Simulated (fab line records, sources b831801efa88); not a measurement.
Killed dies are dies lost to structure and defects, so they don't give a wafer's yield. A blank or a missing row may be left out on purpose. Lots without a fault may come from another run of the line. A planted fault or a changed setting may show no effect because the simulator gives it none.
Problem report in the 8D (eight disciplines) form, filled by code | flow sky130 | the parts of the form that need people (team, actions taken, sign-off) are left out

1. THE PROBLEM
dose_ions_cm2 at SKY_LDD_N_IMPLANT_10 reads a mean of 6.455e+13 on 6 wafers of 2 lots; wafers without a fault read 7.499e+13 with a standard deviation of 8e+10. That is -99 or more standard deviations from the usual mean.
First seen on wafer L991.1, day 23 15:48, on implanter-04. The record holds 39 wafers of 13 lots with a number at this step. Rule for "out", or "out of limits": more than 4 standard deviations from the usual mean. The other wafers with a number count as sound.

2. WHAT IT IS AND WHAT IT IS NOT
question                    | is                                | is not
which readings at this step | dose_ions_cm2, faraday_current_uA | rotation_deg
which lots                  | L991, L995                        | L100, L977, L978, L979, L981, L982, L983, L986, L987, L990, L993
which wafers of those lots  | all that have a number            | -
read on which tools         | implanter-04                      | implanter-02, implanter-03
when                        | from day 23 15:48                 | up to then (30 sound wafers); but 3 sound wafers of L100 came after

3. SUSPECTS, AND WHAT RULES EACH OUT
Counting: a tool at a process step up to the reading stays a suspect if it ran every lot that is out and no sound lot after the first of them.
- implanter-04 at SKY_LDD_N_IMPLANT_10: kept. It ran every lot that is out, first L991 (day 23 15:48), and no sound lot after that; its last sound lot up to then is L990 (day 22 21:21). Its own readings are out on those wafers: dose_ions_cm2, faraday_current_uA.
Left after counting: implanter-04 at SKY_LDD_N_IMPLANT_10.

4. THE CAUSE (what the simulator had put in)
Process parameter drift: implanter-04, from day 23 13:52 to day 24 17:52, at SKY_LDD_N_IMPLANT_10. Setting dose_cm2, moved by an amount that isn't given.
Counting left only this tool.

5. THE CHAIN OF EFFECTS, in route order
Each row: a reading whose mean over the struck wafers that have a number lies more than 3 standard deviations from the usual. Only readings for which the record gives a usual standard deviation are gone through. hours: the time from each lot's start at the first step in this table that gives one to its start at this step, as a median over the lots. sigmas: the change in usual standard deviations.
hours | step                 | reading            | usual     | on struck wafers | change     | sigmas
0     | SKY_LDD_N_IMPLANT_10 | dose_ions_cm2      | 7.499e+13 | 6.455e+13        | -1.044e+13 | -99 or more
0     | SKY_LDD_N_IMPLANT_10 | faraday_current_uA | 423       | 363              | -60        | -7.4
The process steps in it:
- SKY_LDD_N_IMPLANT_10
Later measuring or inspecting steps at which every struck wafer that the step has a row for has a number for every such reading, and none has moved that far: SKY_SD_N_TW_MEAS_12.

6. WHAT WOULD HAVE CAUGHT IT SOONER
In this record the first reading out of limits was taken at day 23 15:48, 2 hours after the fault began at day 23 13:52.
